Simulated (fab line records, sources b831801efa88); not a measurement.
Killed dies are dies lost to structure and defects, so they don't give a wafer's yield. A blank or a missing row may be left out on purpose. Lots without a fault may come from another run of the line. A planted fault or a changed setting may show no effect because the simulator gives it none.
fab line records | flow sky130
record lots=14 wafers=42 last_day=50
route steps=708 shown METAL1@450 METAL2@486
lots that met no fault: from a run of the same line without faults
start_h: hours from the record's first day to the start of the lot's first wafer shown | wait_h: hours since the lot's step before | " the same as in the row above | L1.1+2: a row that stands for several wafers | - no value, or no start given | * or withheld: withheld | < > ~ a bound
route shown NAME@n: a module of which the file shows steps, and the number in the route of the first | usual: mean/standard deviation of fault-free wafers | same: alike in all rows | chamber/n: place in a boat | sites: the reading at each site | _std_site: their standard deviation | _edge_site: outer sites' mean less inner sites' | radius_mm: how far each site lies from the wafer's centre | mask NAME#n: copy n | behind: the tool/chamber that last shaped the wafer | hold: why the lot was held/for how many hours/how that ended | device: the transistor (n, p or np) that didn't switch | end of line: the same wafers' tests at the end of the route | a step without rows: its recipe alone | killed: dies lost to structure and defects at the first sort, not the wafer's yield | map: a wafer's dies, x killed, . not, _ none there
set.NAME: the setting as run; set.NAME@STEP: as run at that earlier step | model.NAME: the simulator's own value behind a step, which no gauge read
steps of the route over a sample of lots; a table a step, a row a wafer
services: from which hour (start_h, from the record's first day; less than 0 if before it) a tool's chamber was out of use, for how many hours, and why
## steps
# step SKY_METAL1_OVL_MEAS_16
# usual METAL1_OVL=-5/6.4
# columns lot.wafer tool chamber start_h wait_h METAL1_OVL[nm]
L277.1 overlay-01 - 761.61 0.1 -5
L277.2 " - " " 2
L277.5 " - " " -7
L279.1 overlay-02 - 775.91 0.1 2
L279.5 " - " " -5
L279.6 " - " " 2
L280.1 overlay-01 - 781.03 0.1 -6
L280.2 " - " " -6
L280.5 " - " " -7
L281.4 overlay-01 - 808.65 0.1 -19
L281.5 " - " " -14
L281.6 " - " " -16
L284.1 overlay-01 - 845.35 0.1 -7
L284.2 " - " " -9
L284.4 " - " " -8
L290.1 overlay-02 - 872.25 0.1 5
L290.3 " - " " 4
L290.5 " - " " -5
L291.1 overlay-01 - 876.20 0.1 -2
L291.2 " - " " -5
L291.5 " - " " -5
L292.1 overlay-02 - 882.21 0.1 -10
L292.5 " - " " -9
L292.6 " - " " -10
L295.2 overlay-02 - 904.74 0.1 -6
L295.3 " - " " 2
L295.4 " - " " 2
L296.3 overlay-02 - 909.94 0.1 -5
L296.4 " - " " -3
L296.5 " - " " -1
L297.1 overlay-02 - 913.40 0.1 -16
L297.2 " - " " -12
L297.3 " - " " -10
L298.1 overlay-02 - 921.06 0.1 6
L298.4 " - " " 5
L298.5 " - " " 1
L299.2 overlay-02 - 929.19 0.1 -6
L299.4 " - " " -8
L299.5 " - " " -2
L300.3 overlay-02 - 931.76 0.1 1
L300.4 " - " " 0
L300.6 " - " " -4
# step SKY_METAL1_DESCUM_17
# recipe chemistry=O2 source_power_w=150 bias_power_w=0 pressure_mtorr=10 temp_c=40 time_s=8
# usual drypump_motor_current_A=5.8/0.47 oes_product_au=1.001/0.0081
# same bias_power_w=0
# columns lot.wafer tool chamber start_h wait_h drypump_motor_current_A oes_product_au rf_hours_counter_h
L277.1 rie_metal-02 0 761.64 0.0 6.1 1.003 2
L277.2 " 1 " " 5.4 1.007 5
L277.5 " 0 " " 6.1 1.001 -
L279.1 rie_metal-01 1 775.94 0.0 5.1 1.007 1
L279.5 " 1 " " 5.1 0.994 -
L279.6 " 0 " " 5.9 0.985 -
L280.1 rie_metal-02 1 781.07 0.0 5.3 1.013 6
L280.2 " 0 " " 6.1 1.016 3
L280.5 " 1 " " 5.4 1.015 -
L281.4 rie_metal-01 1 808.68 0.0 5.1 0.994 -
L281.5 " 1 " " 5.1 0.997 -
L281.6 " 0 " " 5.9 0.995 -
L284.1 rie_metal-02 1 845.38 0.0 5.3 0.998 9
L284.2 " 0 " " 6.2 0.997 6
L284.4 " 1 " " 5.3 1.000 -
L290.1 rie_metal-01 0 872.28 0.0 5.9 1.004 6
L290.3 " 0 " " 5.9 0.996 -
L290.5 " 0 " " 5.9 0.994 -
L291.1 rie_metal-01 1 876.23 0.0 5.1 1.005 4
L291.2 " 0 " " 5.9 0.998 6
L291.5 " 1 " " 5.1 1.003 -
L292.1 rie_metal-02 0 882.24 0.0 6.1 1.005 7
L292.5 " 0 " " 6.1 1.009 -
L292.6 " 1 " " 5.4 1.012 -
L295.2 rie_metal-04 1 904.78 0.0 6.5 0.987 -
L295.3 " 1 " " 6.5 0.987 -
L295.4 " 1 " " 6.5 0.979 -
L296.3 rie_metal-02 1 909.97 0.0 5.3 1.001 -
L296.4 " 0 " " 6.1 1.003 -
L296.5 " 1 " " 5.3 1.006 -
L297.1 rie_metal-04 0 913.44 0.0 5.7 1.008 0
L297.2 " 1 " " 6.5 0.993 6
L297.3 " 1 " " 6.5 0.999 -
L298.1 rie_metal-04 0 921.10 0.0 5.7 0.998 0
L298.4 " 1 " " 6.5 0.988 -
L298.5 " 1 " " 6.5 0.985 -
L299.2 rie_metal-02 0 929.22 0.0 6.1 1.003 10
L299.4 " 1 " " 5.3 1.006 -
L299.5 " 0 " " 6.1 0.998 -
L300.3 rie_metal-04 1 931.79 0.0 6.4 0.997 -
L300.4 " 0 " " 5.7 0.991 -
L300.6 " 1 " " 6.4 0.996 -
# step SKY_METAL2_SPUTTER_03
# recipe material=Ti target_thk_nm=5 power_w=3000 time_s=3.3 chamber_pressure_pa=0.4
# usual throttle_valve_pct=30.2/0.71
# columns lot.wafer tool chamber start_h wait_h throttle_valve_pct
L277.1 pvd_sputter-02 - 790.64 0.0 29.8
L277.2 " - " " 31.2
L277.5 " - " " 29.6
L279.1 pvd_sputter-01 - 804.87 0.0 30.6
L279.5 " - " " 31.6
L279.6 " - " " 30.5
L280.1 pvd_sputter-01 - 810.49 0.0 28.9
L280.2 " - " " 30.6
L280.5 " - " " 30.8
L281.4 pvd_sputter-01 - 838.12 0.0 30.3
L281.5 " - " " 30.4
L281.6 " - " " 28.9
L284.1 pvd_sputter-04 - 874.04 0.0 29.7
L284.2 " - " " 30.4
L284.4 " - " " 30.6
L290.1 pvd_sputter-02 - 901.39 0.0 29.2
L290.3 " - " " 29.7
L290.5 " - " " 31.2
L291.1 pvd_sputter-02 - 904.60 0.0 29.7
L291.2 " - " " 29.1
L291.5 " - " " 29.4
L292.1 pvd_sputter-04 - 911.64 0.0 30.1
L292.5 " - " " 29.8
L292.6 " - " " 30.3
L295.2 pvd_sputter-02 - 933.58 0.0 30.0
L295.3 " - " " 29.5
L295.4 " - " " 29.2
L296.3 pvd_sputter-01 - 937.80 0.0 30.5
L296.4 " - " " 31.5
L296.5 " - " " 30.4
L297.1 pvd_sputter-04 - 940.53 0.0 29.6
L297.2 " - " " 30.4
L297.3 " - " " 30.8
L298.1 pvd_sputter-04 - 948.33 0.0 30.9
L298.4 " - " " 29.7
L298.5 " - " " 30.0
L299.2 pvd_sputter-04 - 957.30 0.0 29.8
L299.4 " - " " 30.0
L299.5 " - " " 31.1
L300.3 pvd_sputter-04 - 958.55 0.0 30.8
L300.4 " - " " 29.8
L300.6 " - " " 30.8
# step SKY_METAL2_DEVELOP_14
# recipe develop_time_s=60 resist=KrF-thick dev_temp_c=21
# usual chill_plate_temp_C=23.00/0.089 develop_time_s=60/0
# columns lot.wafer tool chamber start_h wait_h chill_plate_temp_C develop_time_s
L277.1 litho_track-03 0 816 - 23.01 60
L277.2 " 0 " " 23.12 60
L277.5 " 0 " " 23.26 60
L279.1 litho_track-04 0 832 - 23.10 60
L279.5 " 0 " " 23.06 60
L279.6 " 0 " " 23.06 60
L280.1 litho_track-04 - 836 - - -
L280.2 " - " " - -
L280.5 " - " " - -
L281.4 litho_track-03 - 863 - - -
L281.5 " - " " - -
L281.6 " - " " - -
L284.1 litho_track-01 0 899 - 23.13 60
L284.2 " 0 900 - 22.93 60
L284.4 " 0 " " 23.12 60
L290.1 litho_track-04 0 926 - 22.86 60
L290.3 " 0 " " 23.13 60
L290.5 " 0 " " 22.91 60
L291.1 litho_track-01 0 929 - 23.01 60
L291.2 " 0 " " 23.04 60
L291.5 " 0 " " 22.91 60
L292.1 litho_track-04 0 936 - 23.13 60
L292.5 " 0 " " 22.84 60
L292.6 " 0 " " 23.01 60
L295.2 litho_track-01 0 957 - 22.99 60
L295.3 " 0 " " 23.02 60
L295.4 " 0 " " 23.04 60
L296.3 litho_track-04 0 961 - 22.90 60
L296.4 " 0 " " 23.07 60
L296.5 " 0 " " 23.04 60
L297.1 litho_track-01 0 963 - 23.15 60
L297.2 " 0 " " 23.19 60
L297.3 " 0 " " 22.99 60
L298.1 litho_track-04 0 970 - 22.93 60
L298.4 " 0 " " 22.92 60
L298.5 " 0 " " 22.94 60
L299.2 litho_track-03 0 978 - 22.90 60
L299.4 " 0 " " 23.02 60
L299.5 " 0 " " 22.96 60
L300.3 litho_track-04 0 980 - 23.05 60
L300.4 " 0 " " 23.08 60
L300.6 " 0 " " 23.08 60
## services
# columns tool chamber start_h hours kind
rie_metal-04 - 755.96 0.3 repair
rie_metal-04 1 759.82 - clean
rie_metal-04 1 759.82 15.8 scheduled_down
rie_metal-04 1 759.82 15.8 vent_cycle
rie_metal-04 - 773.53 0.4 repair
pvd_sputter-04 - 775.92 5.5 repair
pvd_sputter-04 - 816.93 2.1 repair
pvd_sputter-02 - 832.51 12.7 repair
pvd_sputter-01 - 845.03 0.9 repair
pvd_sputter-01 - 860.96 2.1 repair
rie_metal-04 0 893.71 - clean
rie_metal-04 0 893.71 12.9 scheduled_down
rie_metal-04 0 893.71 12.9 vent_cycle
rie_metal-02 - 906.27 2.8 pm
pvd_sputter-01 - 909.97 1.9 repair
rie_metal-02 1 917.11 2.6 repair
pvd_sputter-02 - 926.81 3.3 repair
pvd_sputter-04 - 942.44 1.1 repair
rie_metal-01 - 954.43 2.8 pm
rie_metal-02 - 973.21 2.7 repair
pvd_sputter-04 - 976.07 8.4 repair
## key
first_sign step=SKY_METAL2_DEVELOP_14 reading=tool_record direction=missing
effect none on later readings
met_at SKY_METAL2_DEVELOP_14
struck_lots L280,L281
later_rows_left_out L280.1,L280.2,L280.5,L281.4,L281.5,L281.6
sort_left_out L280.1,L280.2,L280.5,L281.4,L281.5,L281.6
not_acting_at SKY_METAL1_OVL_MEAS_16,SKY_METAL1_DESCUM_17,SKY_METAL2_SPUTTER_03
onset_between 832 836
fault kind=skipped_step_whole tool=litho_track-03,litho_track-04 chamber=- onset_h=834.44 steps=SKY_METAL2_DEVELOP_14 scope=struck_lots_only
# sort_left_out: the simulated sort isn't trusted on such a fault, so these wafers' sort isn't shown, and their yield isn't known
# later_rows_left_out: the simulator's readings of these wafers behind a module that went badly wrong aren't trusted and aren't shown, but for the sort
